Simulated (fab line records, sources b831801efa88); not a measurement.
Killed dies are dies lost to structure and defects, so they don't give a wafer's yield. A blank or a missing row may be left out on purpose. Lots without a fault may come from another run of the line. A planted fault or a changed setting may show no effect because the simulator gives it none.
Which tool did it? | flow gf180mcu | 14 lots, 40 wafers sampled, at 5 steps of a route of 602

WHAT THE GAUGES READ, wafer by wafer
GF_CONTACT_THK_MEAS_01. Usual: CONTACT_CVD_00_THK 300 nm, standard deviation 3.3.
lot  | measured     | on            | CONTACT_CVD_00_THK (nm) | flag
L509 | day 15 07:46 | film_metro-02 | 297 300 298             |
L510 | day 15 13:30 | film_metro-01 | 305 298 300             |
L511 | day 15 23:54 | film_metro-02 | 299 299 300             |
L513 | day 16 18:04 | film_metro-02 | 309 296 302             |
L514 | day 17 04:26 | film_metro-01 | 304 301 304             |
L517 | day 17 23:09 | film_metro-04 | 294 300                 |
L518 | day 18 18:10 | film_metro-01 | 300 299                 |
L525 | day 21 12:55 | film_metro-01 | 297 300 302             |
L526 | day 21 16:35 | film_metro-04 | 296 297 300             |
L528 | day 22 04:52 | film_metro-04 | 293 291 298             |
L529 | day 22 13:54 | film_metro-02 | 297 297 297             |
L530 | day 22 19:28 | film_metro-01 | 302 303 302             |
L531 | day 23 02:32 | film_metro-04 | 295 297 293             |
L532 | day 23 15:11 | film_metro-01 | 305 298 300             |

GF_CONTACT_THK_MEAS_03. Usual: CONTACT_CVD_02_THK 863 nm, standard deviation 11.
lot  | measured     | on            | CONTACT_CVD_02_THK (nm) | flag
L509 | day 15 07:56 | film_metro-01 | 833 861 864             |
L510 | day 15 13:41 | film_metro-01 | 859 857 865             |
L511 | day 16 00:02 | film_metro-04 | 844 870 873             |
L513 | day 16 18:11 | film_metro-01 | 848 833 870             |
L514 | day 17 04:34 | film_metro-04 | 849 867 857             |
L517 | day 17 23:17 | film_metro-01 | 851 872                 |
L518 | day 18 18:18 | film_metro-02 | 882 870                 |
L525 | day 21 13:02 | film_metro-02 | 870 869 875             |
L526 | day 21 16:43 | film_metro-04 | 854 854 859             |
L528 | day 22 05:00 | film_metro-02 | 879 873 857             |
L529 | day 22 14:02 | film_metro-04 | 873 851 882             |
L530 | day 22 19:35 | film_metro-02 | 879 856 859             |
L531 | day 23 02:40 | film_metro-01 | 877 865 866             |
L532 | day 23 15:19 | film_metro-02 | 860 850 852             |

GF_CONTACT_CD_MEAS_14: target cd 220 nm. Usual: cd_nm 220.4 nm, standard deviation 1.8.
lot  | measured     | on        | cd_nm (nm)              | flag
L509 | day 16 06:13 | cd_sem-02 | 219.6 220.8 220.2       |
L510 | day 16 11:50 | cd_sem-02 | 221.6 221.2 220.2       |
L511 | day 16 23:35 | cd_sem-01 | 223.0 222.4 223.8       |
L513 | day 17 17:40 | cd_sem-01 | 217.3 218.4 218.0       |
L514 | day 18 04:30 | cd_sem-02 | 218.0 218.5 218.1       |
L517 | day 18 23:27 | cd_sem-01 | 202.8 202.6 203.3 202.8 | OFF
L518 | day 19 19:23 | cd_sem-01 | 217.9 205.6 218.4 205.7 | OFF
L525 | day 22 13:28 | cd_sem-02 | 215.6 217.6 217.4       |
L526 | day 22 16:20 | cd_sem-02 | 221.3 220.9 221.0       |
L528 | day 23 05:11 | cd_sem-02 | 220.0 220.0 220.0       |
L529 | day 23 13:30 | cd_sem-01 | 219.8 219.7 219.5       |
L530 | day 23 18:47 | cd_sem-02 | 220.5 220.7 220.5       |
L531 | day 24 01:17 | cd_sem-01 | 219.0 219.7 219.4       |
L532 | day 24 14:11 | cd_sem-01 | 221.1 220.8 220.8       |

WHICH TOOL RAN EACH LOT (tool, then ch and the chambers of the sampled wafers, then the start)
lot  | GF_SALICIDE_RTA_06               | GF_CONTACT_SOFTBAKE_10
L509 | rtp_anneal-02 ch 0, day 15 07:26 | litho_track-01 ch 0, day 15 19:00
L510 | rtp_anneal-02 ch 0, day 15 13:10 | litho_track-01 ch 0, day 16 01:00
L511 | rtp_anneal-02 ch 0, day 15 23:34 | litho_track-02 ch 0, day 16 11:00
L513 | rtp_anneal-01 ch 0, day 16 17:37 | litho_track-01 ch 0, day 17 05:00
L514 | rtp_anneal-02 ch 0, day 17 04:06 | litho_track-01 ch 0, day 17 16:00
L517 | rtp_anneal-02 ch 0, day 17 22:49 | litho_track-03 ch 0, day 18 11:00
L518 | rtp_anneal-02 ch 0, day 18 17:52 | litho_track-03 ch 0, day 19 06:00
L525 | rtp_anneal-01 ch 0, day 21 12:35 | litho_track-02 ch 0, day 22 01:00
L526 | rtp_anneal-02 ch 0, day 21 16:15 | litho_track-01 ch 0, day 22 04:00
L528 | rtp_anneal-01 ch 0, day 22 04:27 | litho_track-02 ch 0, day 22 17:00
L529 | rtp_anneal-01 ch 0, day 22 13:28 | litho_track-03 ch 0, day 23 01:00
L530 | rtp_anneal-02 ch 0, day 22 19:07 | litho_track-01 ch 0, day 23 07:00
L531 | rtp_anneal-02 ch 0, day 23 02:11 | litho_track-03 ch 0, day 23 14:00
L532 | rtp_anneal-01 ch 0, day 23 14:50 | litho_track-02 ch 0, day 24 03:00
- GF_SALICIDE_RTA_06: time 30 s.
- GF_CONTACT_SOFTBAKE_10: time 60 s.

WHAT THE TOOLS THEMSELVES READ (means of the sampled wafers that have a number; where no wafer has one, the mark that the record gives instead)
GF_SALICIDE_RTA_06. Usual: chamber_o2_ppm 1.995, standard deviation 0.021; lamp_power_pct 6.49 %, standard deviation 0.28; wafer_temp_C_max 532.1, standard deviation 0.7.
lot  | tool          | chamber_o2_ppm | lamp_power_pct (%) | wafer_temp_C_max | flag
L509 | rtp_anneal-02 | 1.979          | 6.27               | 532.8            |
L510 | rtp_anneal-02 | 2.012          | 6.27               | 532.3            |
L511 | rtp_anneal-02 | 2.013          | 6.27               | 532.8            |
L513 | rtp_anneal-01 | 1.989          | 6.86               | 531.3            |
L514 | rtp_anneal-02 | 2.006          | 6.27               | 532.0            |
L517 | rtp_anneal-02 | 1.982          | 6.28               | 532.8            |
L518 | rtp_anneal-02 | 1.990          | 6.26               | 532.1            |
L525 | rtp_anneal-01 | 2.004          | 6.85               | 531.6            |
L526 | rtp_anneal-02 | 1.993          | 6.27               | 532.6            |
L528 | rtp_anneal-01 | 2.029          | 6.85               | 531.1            |
L529 | rtp_anneal-01 | 1.994          | 6.86               | 531.4            |
L530 | rtp_anneal-02 | 1.989          | 6.27               | 531.9            |
L531 | rtp_anneal-02 | 1.975          | 6.27               | 532.5            |
L532 | rtp_anneal-01 | 1.988          | 6.85               | 531.3            |

GF_CONTACT_SOFTBAKE_10. Usual: heater_power_total_W 93.05 W, standard deviation 0.057; run_length_s 88.81 s, standard deviation 0.15.
lot  | tool           | heater_power_total_W (W) | run_length_s (s) | flag
L509 | litho_track-01 | 93.08                    | 88.86            |
L510 | litho_track-01 | 93.05                    | 88.74            |
L511 | litho_track-02 | 93.04                    | 88.95            |
L513 | litho_track-01 | 93.04                    | 88.75            |
L514 | litho_track-01 | 93.11                    | 88.80            |
L517 | litho_track-03 | 121.97                   | 54.04            | OFF
L518 | litho_track-03 | 107.47                   | 71.29            | OFF
L525 | litho_track-02 | 93.04                    | 89.01            |
L526 | litho_track-01 | 93.07                    | 88.68            |
L528 | litho_track-02 | 93.08                    | 88.85            |
L529 | litho_track-03 | 93.01                    | 88.70            |
L530 | litho_track-01 | 93.09                    | 88.64            |
L531 | litho_track-03 | 92.99                    | 88.69            |
L532 | litho_track-02 | 93.02                    | 89.02            |

THE ANSWER, worked out from the rows above alone
Rule: a lot is off if the mean of its wafers that have a number lies more than 3 standard deviations from the usual mean. A lot without any number at a reading at which 4 lots or more have one is off too. The other lots that the step has rows for count as sound. The gauges are gone through in route order, then the tools' own readings, and for those a lot's mean is taken as printed above. The first step at which some lot is off is used, and at that step the reading that is off furthest; a lot without a number counts as furthest.
Off: L517, L518, at GF_CONTACT_CD_MEAS_14 (cd_nm).
A tool fits if, at a process step before that reading, it ran every lot that is off, and no sound lot after the first of them. The gauges at GF_CONTACT_CD_MEAS_14 aren't tried: what is off there is off at GF_CONTACT_SOFTBAKE_10 too, on other tools, and a gauge's error can't cause that. None of those tried fits.

WHAT THE SIMULATOR HAD PUT IN
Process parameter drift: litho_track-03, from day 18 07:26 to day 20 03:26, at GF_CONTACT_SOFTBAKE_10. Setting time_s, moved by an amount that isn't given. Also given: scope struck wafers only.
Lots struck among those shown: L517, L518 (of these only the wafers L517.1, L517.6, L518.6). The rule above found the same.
